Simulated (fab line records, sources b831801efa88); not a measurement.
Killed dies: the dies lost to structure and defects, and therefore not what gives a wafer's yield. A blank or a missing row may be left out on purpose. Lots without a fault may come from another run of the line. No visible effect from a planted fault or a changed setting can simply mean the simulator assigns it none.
Which tool did it? ; flow gf180mcu ; 39 wafers from 13 lots sampled at 3 of the route's 602 steps

## WHAT EACH GAUGE READ, for each wafer
GF_V4_CD_MEAS_14: the cd target is 260 nm. Usual: cd nm reads 260.5 nm (standard deviation 1.2).
lot;measured;on;cd nm (nm);flag
L803;day 24 13:34;cd sem-01;258.6 260.5 260.1;
L804;day 25 04:11;cd sem-02;260.3 258.6 260.0;
L805;day 25 04:50;cd sem-02;261.3 261.7 260.8;
L806;day 25 22:05;cd sem-01;260.5 261.3 260.9;
L808;day 26 03:28;cd sem-01;258.8 259.1 258.8;
L814;day 28 02:09;cd sem-02;261.0 260.2 259.8;
L817;day 28 23:34;cd sem-02;261.1 261.8 261.1;
L818;day 29 07:29;cd sem-01;259.1 260.2 260.8;
L819;day 29 12:17;cd sem-02;261.4 261.8 262.5;
L820;day 29 18:29;cd sem-02;259.0 257.5 259.4;
L821;day 30 03:26;cd sem-02;258.5 257.9 258.7;
L822;day 30 09:55;cd sem-01;258.8 259.3 258.9;
L826;day 31 08:43;cd sem-01;263.1 262.3 261.0;

GF_MIM_THK_MEAS_06. Usual: MIM_CVD_05_THK 42.0 nm, standard deviation 0.59.
lot;measured;on;MIM_CVD_05_THK (nm);flag
L803;day 24 15:26;film metro-02;42.1 41.3 41.7;
L804;day 25 06:00;film metro-04;42.3 42.7 42.4;
L805;day 25 06:37;film metro-04;41.7 41.0 41.8;
L806;day 25 23:51;film metro-03;42.3 42.5 41.5;
L808;day 26 05:14;film metro-04;42.0 41.7 42.4;
L814;day 28 03:54;film metro-02;41.8 41.2 42.1;
L817;day 29 01:22;film metro-02;41.7 43.1 42.8;
L818;day 29 09:16;film metro-02;42.4 42.5 43.1;
L819;day 29 14:02;film metro-03;41.4 42.2 41.4;
L820;day 29 20:14;film metro-04;42.0 42.1 43.0;
L821;day 30 05:21;film metro-04;41.7 42.0 41.6;
L822;day 30 11:41;film metro-04;42.1 41.6 41.6;
L826;day 31 10:29;film metro-04;41.3 41.8 41.6;

## TOOL THAT RAN EACH LOT (tool first, then ch and the chambers of the sampled wafers, then the start)
lot;GF_STI_ETCH_13
L803;rie diel-02 ch 1,2, day 2 02:34
L804;rie diel-01 ch 0,1,2, day 2 09:41
L805;rie diel-03 ch 0,1,3, day 2 15:41
L806;rie diel-01 ch 0,1,3, day 2 22:26
L808;rie diel-02 ch 0,1, day 3 04:04
L814;rie diel-02 ch 1,2,3, day 4 10:04
L817;rie diel-01 ch 0,1,2, day 5 01:44
L818;rie diel-03 ch 0,2,3, day 5 06:19
L819;rie diel-03 ch 0,1,2, day 5 12:41
L820;rie diel-03 ch 0,1,3, day 5 17:32
L821;rie diel-03 ch 0,1,2, day 5 22:31
L822;rie diel-03 ch 0,2,3, day 6 05:20
L826;rie diel-02 ch 0,1,3, day 7 00:31
- GF_STI_ETCH_13: etches the open film in CHF3/O2, stops on Si, target depth 282.31 nm, time 112.9 s.

## WHAT THE TOOLS THEMSELVES READ (means of the sampled wafers that have a number; where no wafer has one, the mark that the record gives instead)
GF_STI_ETCH_13. Usual: chamber pressure mTorr 40.00 mTorr, standard deviation 0.04; drypump motor current A 5.9 A, standard deviation 0.64; oes product au 0.832 a.u., standard deviation 0.0063; throttle valve pct 8.811 %, standard deviation 0.0088.
lot;tool;chamber pressure mTorr (mTorr);drypump motor current A (A);oes product au (a.u.);throttle valve pct (%);flag
L803;rie diel-02;40.03;6.4;0.830;8.808;
L804;rie diel-01;40.03;5.9;0.829;8.811;
L805;rie diel-03;39.97;5.3;0.839;8.810;
L806;rie diel-01;40.01;6.2;0.825;8.809;
L808;rie diel-02;40.03;6.2;0.832;8.810;
L814;rie diel-02;40.01;6.5;0.830;8.812;
L817;rie diel-01;39.99;5.9;0.832;8.813;
L818;rie diel-03;39.97;5.0;0.836;8.807;
L819;rie diel-03;40.00;5.4;0.834;8.814;
L820;rie diel-03;40.04;5.3;0.832;8.806;
L821;rie diel-03;40.01;5.4;0.830;8.806;
L822;rie diel-03;40.04;5.0;0.835;8.809;
L826;rie diel-02;40.00;6.3;0.839;8.821;

## THE ANSWER, worked out from the rows above alone
Rule: a lot is off if the mean of its wafers that have a number lies more than 3 standard deviations from the usual mean. Also off: a lot with no number at a reading for which 4 or more lots have one. Where the step has rows for the other lots, those lots are counted as sound. Order of review: gauges by route order, followed by the tools' own readings, for which a lot's mean as printed above is used. At the first step where some lot is off, the reading lying furthest off is the one used; lots without a number count as furthest.
Across all readings shown, no lot is off: no conclusion can be drawn from this.

## WHAT THE SIMULATOR HAD PUT IN
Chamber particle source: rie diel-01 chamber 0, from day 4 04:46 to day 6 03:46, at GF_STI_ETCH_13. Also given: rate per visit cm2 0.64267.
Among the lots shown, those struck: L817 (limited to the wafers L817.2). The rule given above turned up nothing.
